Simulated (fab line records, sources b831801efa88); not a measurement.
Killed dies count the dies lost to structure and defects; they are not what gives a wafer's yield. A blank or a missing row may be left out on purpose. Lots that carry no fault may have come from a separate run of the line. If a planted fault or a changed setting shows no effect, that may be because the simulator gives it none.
A lot that was struck, set against a sound lot -- flow sky130 -- 16 out of 708 route steps
Sound: wafers L859.4, L859.5, L859.6. Struck: wafer L869.3; the same lot's L869.1 was not struck, so it is left out; see the end for the cause.
Order at every step that has rows: each side's tool, ch and its chambers, its first start. Under that, the readings that differ: sound wafers -- struck wafers -- difference of the means -- sigmas: that difference in standard deviations of wafers without a fault.
alike: same words and numbers on both sides, and readings whose means sit less than 2 such deviations apart. not compared: any withheld reading, any reading some wafer has no value for, any bound like >300 that may hide the same value, and any number with overlapping values for which the record gives no deviation.
Wherever a step has rows on one side only, a row that says differs or no value, or a row with sigmas, the two part there. When numbers do not overlap yet have no deviation, they are printed without sigmas and do not part them. Lack of a reading on every wafer of one side parts them only where that side has two or more wafers.

SKY_VIA2_CMP_02: polishes SiO2.
  sound on cmp-01 ch 1,2,3, day 36 05:31; struck on cmp-01 ch 1, day 39 05:04
  alike: edgeZonePressureFrac, motorCurrentA
SKY_VIA2_BOW_MEAS_03:
  sound on filmMetro-02 at day 36 05:46; struck on filmMetro-02 at day 39 05:19
reading,sound,struck,difference,sigmas
VIA2_BOW (um),105 85 91,79,-15,-2
then, 8 steps without rows for these wafers: SKY_VIA2_DEHYDRATE_04 (time 60 s); SKY_VIA2_HMDS_05 (prime time 60 s); SKY_VIA2_COAT_06 (resist thk 60 nm); SKY_VIA2_COAT_07 (resist thk 450 nm); SKY_VIA2_SOFTBAKE_08 (time 90 s); SKY_VIA2_EXPOSE_09 (exposes mask VIM2, target cd 200 nm); SKY_VIA2_PEB_10; SKY_VIA2_DEVELOP_11 (develop time 60 s).
SKY_VIA2_CD_MEAS_12 targets a cd of 200 nm.
  sound on cdSem-01 at day 37 07:14; struck on cdSem-01 at day 40 05:01
  alike: cdNm
SKY_VIA2_OVL_MEAS_13:
  sound on overlay-02 at day 37 07:19; struck on overlay-02 at day 40 05:08
  alike: VIA2_OVL
SKY_VIA2_ETCH_14: etches BARC in N2/H2, stops on SiO2, time 45.9 s, target depth 60 nm.
  sound on rieDiel-04 ch 0,1,3, day 37 07:22; struck on rieDiel-04 ch 3, day 40 05:10
reading,sound,struck,difference,sigmas
rfHoursCounterH (h),- - -,12,no value on the sound wafers,
model.KrF-thick_of_VIA2_COAT_07.thkNm (nm),391.4 392 390.8,403.9,+12.5,
  alike: drypumpMotorCurrentA, oesProductAu, throttleValvePct
SKY_VIA2_ETCH_15: etches SiO2 in C4F8/O2/Ar, stops on TiN, target depth 546 nm, time 84 s.
  sound on rieDiel-04 ch 0,1,3, day 37 07:25; struck on rieDiel-04 ch 3, day 40 05:13
reading,sound,struck,difference,sigmas
rfHoursCounterH (h),- - -,12,no value on the sound wafers,
model.KrF-thick_of_VIA2_COAT_07.thkNm (nm),280 284.6 280.6,295,+13,
  alike: oesProductAu
SKY_VIA2_STRIP_16: strips in O2/N2.
  sound on plasmaAsher-03 ch 0,1, day 37 07:29; struck on plasmaAsher-01 ch 1, day 40 05:16
reading,sound,struck,difference,sigmas
drypumpMotorCurrentA (A),5.3 5.3 6.0,6.2,+0.7,+2
oesProductAu (a.u.),0.398 0.389 0.394,0.408,+0.014,+3
stripTimeToEndpointS (s),4.000 4.052 4.019,4.164,+0.140,+6
  not compared: rfHoursCounterH
then, 1 step without rows for these wafers: SKY_VIA2_STRIP_17 (strips in post etch residue remover, time 1200 s).

== WHERE THEY PART ==
Earliest at SKY_VIA2_BOW_MEAS_03; latest, in this record, at SKY_VIA2_STRIP_16.

WHY: what the simulator had put in
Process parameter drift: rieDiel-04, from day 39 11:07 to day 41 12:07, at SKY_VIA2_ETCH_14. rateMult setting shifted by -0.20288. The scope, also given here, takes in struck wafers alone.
